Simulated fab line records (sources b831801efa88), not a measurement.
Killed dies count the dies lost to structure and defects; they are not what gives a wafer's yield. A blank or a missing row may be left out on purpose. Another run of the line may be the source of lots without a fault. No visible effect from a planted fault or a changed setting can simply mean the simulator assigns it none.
8D (eight disciplines) problem report, filled in by code + flow gf180mcu + the parts of the form that need people (team, actions taken, sign-off) are left out

## 1. WHAT IS WRONG
tilt-deg at GF_HV_LDD_IMPLANT_33 reads a mean of 22.123 degrees on 6 wafers of 2 lots; wafers without a fault read 29.999 degrees with a standard deviation of 0.021. So: -99 or more standard deviations from the usual mean.
First seen on wafer L632.1, day 14 19:20, on implanter-01. The record has a number at this step for 42 wafers belonging to 14 lots. The rule behind "out" and "out of limits": a value lying over 4 standard deviations away from the usual mean. All remaining wafers that have a number are taken as sound.

## 2. WHAT IT IS, WHAT IT ISN'T
| question                    | is                     | is not                                                                                                         |
|-----------------------------|------------------------|----------------------------------------------------------------------------------------------------------------|
| which readings at this step | tilt-deg               | -                                                                                                              |
| which lots                  | L632, L633             | L622, L623, L624, L627, L638, L639, L640, L641, L642, L643, L644, L645                                         |
| which wafers of those lots  | all that have a number | -                                                                                                              |
| read on which tools         | implanter-01           | implanter-02, implanter-03                                                                                     |
| when                        | from day 14 19:20      | up to then (12 sound wafers); but 24 sound wafers of L638, L639, L640, L641, L642, L643, L644, L645 came after |

## 3. SUSPECTS, AND WHAT RULES EACH OUT
Counting: a tool at any process step up to the reading remains a suspect when it ran all the lots that are out and ran no sound lot after the first of those.
- implanter-01 at GF_HV_LDD_IMPLANT_33: ruled out as a lasting fault. Following L632 (day 14 19:20), the first lot on it that is out, the sound lots L641, L642, L643, L644 were run on it.
Left after counting: nothing in the record.

## 4. THE CAUSE (what the simulator had put in)
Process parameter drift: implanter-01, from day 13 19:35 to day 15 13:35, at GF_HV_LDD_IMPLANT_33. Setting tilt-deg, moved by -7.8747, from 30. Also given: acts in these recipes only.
Counting ruled it out, wrongly.

## 5. THE EFFECT CHAIN, in route order
Each row: a reading where the mean over the struck wafers with a number is more than 3 standard deviations away from the usual. Scope: only readings with a usual standard deviation given in the record; hours: median across lots of the time from each lot's start at the first step in this table that gives one to its start at this step; sigmas: change in usual standard deviations.
| hours | step                 | reading  | usual          | on struck wafers | change | sigmas      |
|-------|----------------------|----------|----------------|------------------|--------|-------------|
| 0     | GF_HV_LDD_IMPLANT_33 | tilt-deg | 29.999 degrees | 22.123           | -7.876 | -99 or more |
Its process steps:
- GF_HV_LDD_IMPLANT_33
Readings that are blank on the struck wafers while sound wafers have them: HV_LDD_RS at GF_HV_LDD_RS_MEAS_53.
Later steps that measure or inspect, where all struck wafers having a row at the step show a number for every such reading and not one has moved that far: GF_HV_LDD_OVL_MEAS_47, GF_PSD_TW_MEAS_11, GF_PSD_RS_MEAS_15.

## 6. HOW IT WOULD HAVE BEEN CAUGHT EARLIER
24 hours passed between the start of the fault at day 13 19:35 and the first reading out of limits in this record, taken at day 14 19:20.
